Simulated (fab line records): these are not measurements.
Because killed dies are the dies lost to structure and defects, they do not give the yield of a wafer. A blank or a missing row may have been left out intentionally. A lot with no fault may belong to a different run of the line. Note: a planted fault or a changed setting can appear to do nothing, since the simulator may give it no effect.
Problem report in the 8D (eight disciplines) form, filled by code | flow sky130 | the parts of the form that need people (team, actions taken, sign-off) are left out

## 1. THE ISSUE
Wafers free of any fault read 10.30 nm (standard deviation 0.17) for GATE_OXIDE_OXIDATION_00_THK at SKY_GATE_OXIDE_THK_MEAS_02, against a mean of 7.53 nm on 6 wafers of 2 lots. That puts it -16 standard deviations away from the usual mean.
Earliest sighting: wafer L685.1 on film metro-04 at day 15 01:29. The record holds 39 wafers of 13 lots with a number at this step. Rule for "out" (also "out of limits"): further than 4 standard deviations from the usual mean. All remaining wafers that have a number are taken as sound.

## 2. WHAT IT IS AND WHAT IT IS NOT
question                    | is                           | is not
which readings at this step | GATE_OXIDE_OXIDATION_00_THK  | -
which lots                  | L685, L686                   | L678, L679, L680, L682, L691, L695, L697, L698, L699, L700, L701
which wafers of those lots  | all that have a number       | -
read on which gauges        | film metro-01, film metro-04 | film metro-02
when                        | from day 15 01:29            | up to then (12 sound wafers); but 21 sound wafers of L691, L695, L697, L698, L699, L700, L701 came after

## 3. SUSPECTS, AND WHAT RULES EACH OUT
Counting: a tool at any process step up to the reading remains a suspect when it ran all the lots that are out and ran no sound lot after the first of those.
- the gauge at SKY_GATE_OXIDE_THK_MEAS_02 has been ruled out. Those wafers that are out were read across 2 gauges (film metro-01, film metro-04).
- furnace-01 at SKY_GATE_OXIDE_OXIDATION_01 (stabilise 600 s, purge 300 s, target thk 10.268 nm): ruled out as a lasting fault. Sound lots L697, L698, L700, L699, L701 ran on it after its first lot that is out, L685 (day 15 00:05).
Left after counting: nothing in the record.

## 4. THE CAUSE (what the simulator had put in)
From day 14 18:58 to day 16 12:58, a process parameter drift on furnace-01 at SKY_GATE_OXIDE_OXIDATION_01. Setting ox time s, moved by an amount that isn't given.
It was ruled out by counting, in error; the rule expects a fault to strike all lots run on its tool from its start on, and this fault did not.

## 5. SEQUENCE OF EFFECTS, ordered by route
One row per reading whose mean, taken over the struck wafers that have a number, lies over 3 standard deviations from the usual. Only readings whose record carries a usual standard deviation are examined. hours: median over the lots of the time between each lot's start at the first step of this table that gives one and its start at this step. sigmas: the change, counted in usual standard deviations.
hours | step                       | reading                     | usual    | on struck wafers | change | sigmas
0     | SKY_GATE_OXIDE_THK_MEAS_02 | GATE_OXIDE_OXIDATION_00_THK | 10.30 nm | 7.53             | -2.77  | -16
At these later measuring or inspecting steps, every struck wafer for which the step has a row has a number for every such reading, and none has moved that far: SKY_LDD_P_OVL_MEAS_08, SKY_SD_P_TW_MEAS_11.

## 6. HOW IT WOULD HAVE BEEN CAUGHT EARLIER
Counted from the fault's start at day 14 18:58, it took 7 hours until the first out-of-limits reading at a measuring or inspecting step in this record, taken at day 15 01:29.
Tool readings at SKY_GATE_OXIDE_OXIDATION_01 with a usual standard deviation given in the record: none out on any struck wafer, hence no alarm at a limit of 4 standard deviations on them.
